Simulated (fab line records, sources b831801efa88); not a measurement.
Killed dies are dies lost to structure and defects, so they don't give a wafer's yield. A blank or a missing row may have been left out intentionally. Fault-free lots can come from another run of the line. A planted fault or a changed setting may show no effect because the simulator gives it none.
Struck lot and sound lot, side by side + flow sky130 + 16 steps out of a route of 708
Sound: wafers L472.1, L472.4, L472.6. Wafers L480.2, L480.4, L480.5 were the ones struck. Last of all comes the cause.
Each step with rows lists, per side, the tool, then ch with its chambers, then its first start. Under that, the readings that differ: sound wafers + struck wafers + difference of the means + sigmas: that difference in standard deviations of wafers without a fault.
alike: readings with means less than 2 such deviations apart, plus words and numbers identical on both sides. not compared: withheld readings, readings lacking a value on some wafer, bounds such as >300 that could conceal the same value, and numbers that have no deviation in the record and whose values overlap.
Wherever a step has rows on one side only, a row that says differs or no value, or a row with sigmas, the two part there. When numbers do not overlap yet have no deviation, they are printed without sigmas and do not part them. A reading missing from all wafers of one side parts the sides only when that side holds two or more wafers.

first, 5 steps without rows for these wafers: SKY_POLY_GATE_COAT_08 (resist thk 450 nm); SKY_POLY_GATE_SOFTBAKE_09 (time 90 s); SKY_POLY_GATE_EXPOSE_10 (exposes mask P1M, target cd 150 nm); SKY_POLY_GATE_PEB_11; SKY_POLY_GATE_DEVELOP_12 (develop time 60 s).
SKY_POLY_GATE_CD_MEAS_13 targets a cd of 150 nm.
  struck on cdSem-02, day 22 17:02; sound on cdSem-02, day 20 02:56
  alike: cdNm
SKY_POLY_GATE_OVL_MEAS_14:
  struck on overlay-01, day 22 17:08; sound on overlay-02, day 20 03:04
  alike: POLY_GATE_OVL
SKY_POLY_GATE_ETCH_15: etches BARC in N2/H2, stops on SiO2, time 118.5 s, target depth 110 nm.
  sound on rieDiel-01 ch 0,1,3, day 20 03:05; struck on rieDiel-01 ch 1,2, day 22 17:10
  alike: drypumpMotorCurrentA, oesProductAu, throttleValvePct
  not compared: rfHoursCounterH
SKY_POLY_GATE_ETCH_16: etches Si3N4 in CH3F/O2, stops on poly-Si, time 147.5 s, target depth 75 nm.
  sound on rieDiel-01 ch 0,1,3, day 20 03:11; struck on rieDiel-01 ch 1,2, day 22 17:15
  alike: drypumpMotorCurrentA, oesProductAu, throttleValvePct
  not compared: rfHoursCounterH
SKY_POLY_GATE_ETCH_17: etches poly-Si in HBr/Cl2, stops on SiO2, target depth 180 nm, time 70.5 s.
  sound on rieSi-01 ch 0,1, day 20 03:16; struck on rieSi-02 ch 0,1, day 22 17:21
  alike: drypumpMotorCurrentA, oesProductAu, throttleValvePct
  not compared: rfHoursCounterH
SKY_POLY_GATE_STRIP_18: strips in O2/N2.
  sound on plasmaAsher-03 ch 1, day 20 03:20; struck on plasmaAsher-02 ch 0,1, day 22 17:25
  alike: drypumpMotorCurrentA, oesProductAu, stripTimeToEndpointS
  not compared: rfHoursCounterH
then, 1 step without rows for these wafers: SKY_POLY_GATE_CLEAN_19 (cleans in SC1/SC2, time 150 s).
SKY_POLY_GATE_OXIDATION_20: stabilise 600 s, purge 300 s, target thk 4 nm.
  sound on furnace-01 ch 0, day 20 05:31; struck on furnace-01 ch 0, day 22 17:37
| reading                                         | sound                | struck               | difference | sigmas      |
|-------------------------------------------------|----------------------|----------------------|------------|-------------|
| spikeTcBottomC (C)                              | 872.4 870.3 871.5    | 839.7 840.8 840.8    | -31.0      | -12         |
| spikeTcCentreC (C)                              | 850.8 849.1 849.8    | 818.1 817.5 818.4    | -31.9      | -20         |
| spikeTcLowerC (C)                               | 848.8 851.0 849.1    | 818.4 817.1 819.0    | -31.5      | -32         |
| spikeTcTopC (C)                                 | 863.1 863.6 864.6    | 830.0 831.2 830.6    | -33.2      | -37         |
| spikeTcUpperC (C)                               | 852.0 849.3 848.7    | 817.2 816.8 817.3    | -32.9      | -30         |
| tubeCenterTempC (C)                             | 850.06 850.01 849.87 | 817.58 817.48 817.59 | -32.43     | -99 or more |
| tube_center_temp_C_max                          | 852.5 852.4 852.1    | 819.4 819.1 820.0    | -32.8      | -91         |
| model.SiO2_of_POLY_GATE_OXIDATION_20.thkNm (nm) | 3.967 3.979 3.985    | 2.744 2.697 2.667    | -1.274     |             |
  alike: zonePowerCentrePct
SKY_POLY_GATE_THK_MEAS_21:
  struck on filmMetro-03, day 22 18:53; sound on filmMetro-01, day 20 06:46
| reading                      | sound          | struck         | difference | sigmas |
|------------------------------|----------------|----------------|------------|--------|
| POLY_GATE_OXIDATION_THK (nm) | 3.93 3.98 4.01 | 2.76 2.68 2.72 | -1.25      | -16    |
SKY_POLY_GATE_CD_MEAS_22:
  struck on cdSem-01, day 22 18:57; sound on cdSem-01, day 20 06:50
  alike: cdNm
-- the record jumps here: 27 days lie between the struck wafers' starts before and after (it left off in module POLY_GATE and takes up again in module PAD_OPEN, whose first step shown is number 708 of the route) --
SKY_PAD_OPEN_PROBE_99:
  struck on prober-02, day 49 20:37; sound on prober-01, day 48 09:31
| reading                        | sound             | struck            | difference | sigmas |
|--------------------------------|-------------------|-------------------|------------|--------|
| model.etest.tipP.rsOhmSq       | 6845 6818 6890    | 6687 6748 6748    | -123       |        |
| model.etest.tipSonos.rsOhmSq   | 2774 2735 2726    | 2444 2426 2436    | -310       |        |
| model.etest.resPdiff.lineOhmUm | 1325 1346 1394    | 1266 1271 1282    | -82        |        |
| model.etest.resNdiff.lineOhmUm | 755.3 757 769     | 719.2 735 728.5   | -32.9      |        |
| model.etest.tipN.rsOhmSq       | 439.8 438.2 440.3 | 420.8 420.6 425.6 | -17.1      |        |
| model.etest.resPdiff.rsOhmSq   | 193.1 193.7 194.1 | 187.1 187.1 187.3 | -6.5       |        |
| model.etest.resNdiff.rsOhmSq   | 119.3 119.3 119   | 115.1 116.5 114.6 | -3.8       |        |
  alike: killed_at_M0_to_M3, killed_at_M4_up, killedAtContacts, killedAtFrontEnd, killedAtOther, killedDies, killedOpen, killedShort
  not compared: model.etest.pfet_01v8.vtSatV

## WHERE THEY PART
At SKY_POLY_GATE_OXIDATION_20 first; at SKY_POLY_GATE_THK_MEAS_21 last (within this record only). Later steps at which nothing parts them and some readings are alike: SKY_POLY_GATE_CD_MEAS_22, SKY_PAD_OPEN_PROBE_99.

WHY: what had been put in by the simulator
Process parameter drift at SKY_POLY_GATE_OXIDATION_20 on furnace-01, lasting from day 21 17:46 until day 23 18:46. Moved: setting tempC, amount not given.
